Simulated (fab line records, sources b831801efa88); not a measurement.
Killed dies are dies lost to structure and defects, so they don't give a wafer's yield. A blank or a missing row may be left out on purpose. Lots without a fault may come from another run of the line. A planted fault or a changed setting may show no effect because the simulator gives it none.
Problem report in the 8D (eight disciplines) form, filled by code | flow sky130 | the parts of the form that need people (team, actions taken, sign-off) are left out

1. THE PROBLEM
SONOS_ONO_CVD_02_THK at SKY_SONOS_ONO_THK_MEAS_03 reads a mean of 8.11 nm on 3 wafers of 1 lot; wafers without a fault read 10.49 nm with a standard deviation of 0.15. That is -16 standard deviations from the usual mean.
First seen on wafer L766.3, day 14 14:11, on film_metro-03. The record holds 39 wafers of 13 lots with a number at this step. Rule for "out", or "out of limits": more than 4 standard deviations from the usual mean. The other wafers with a number count as sound.

2. WHAT IT IS AND WHAT IT IS NOT
question                    | is                     | is not
which readings at this step | SONOS_ONO_CVD_02_THK   | -
which lots                  | L766                   | L758, L761, L763, L764, L765, L774, L775, L776, L777, L778, L780, L781
which wafers of those lots  | all that have a number | -
read on which gauges        | film_metro-03          | film_metro-01, film_metro-04
when                        | from day 14 14:11      | up to then (15 sound wafers); but 21 sound wafers of L774, L775, L776, L777, L778, L780, L781 came after

3. SUSPECTS, AND WHAT RULES EACH OUT
Counting: a tool at a process step up to the reading stays a suspect if it ran every lot that is out and no sound lot after the first of them.
- the gauge at SKY_SONOS_ONO_THK_MEAS_03: kept. All the wafers that are out were read on film_metro-03, and no step on other tools shows them out.
- lpcvd-02 at SKY_SONOS_ONO_CVD_02 (deposits Si3N4 from DCS/NH3, target thk 10.5 nm, time 180 s): ruled out as a lasting fault. Sound lots L774, L775, L776, L777, L778, L780, L781 ran on it after its first lot that is out, L766 (day 14 12:35).
Left after counting: film_metro-03 at SKY_SONOS_ONO_THK_MEAS_03.

4. THE CAUSE (what the simulator had put in)
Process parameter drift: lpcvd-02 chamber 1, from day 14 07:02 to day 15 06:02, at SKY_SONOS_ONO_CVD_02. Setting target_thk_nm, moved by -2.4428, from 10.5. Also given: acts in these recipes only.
Counting ruled it out, wrongly: the rule takes a fault to strike every lot that its tool runs from its start on, and this one did not.

5. THE CHAIN OF EFFECTS, in route order
Each row: a reading whose mean over the struck wafers that have a number lies more than 3 standard deviations from the usual. Only readings for which the record gives a usual standard deviation are gone through. hours: the time from each lot's start at the first step in this table that gives one to its start at this step, as a median over the lots. sigmas: the change in usual standard deviations.
hours | step                      | reading              | usual    | on struck wafers | change | sigmas
0     | SKY_SONOS_ONO_THK_MEAS_03 | SONOS_ONO_CVD_02_THK | 10.49 nm | 8.11             | -2.38  | -16
Later measuring or inspecting steps at which every struck wafer that the step has a row for has a number for every such reading, and none has moved that far: SKY_SONOS_ONO_THK_MEAS_05.

6. WHAT WOULD HAVE CAUGHT IT SOONER
In this record the first reading out of limits at a measuring or inspecting step was taken at day 14 14:11, 7 hours after the fault began at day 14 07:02.
Of the tool readings at SKY_SONOS_ONO_CVD_02 for which the record gives a usual standard deviation, none was out on any struck wafer, so an alarm limit of 4 standard deviations on them would not have fired.
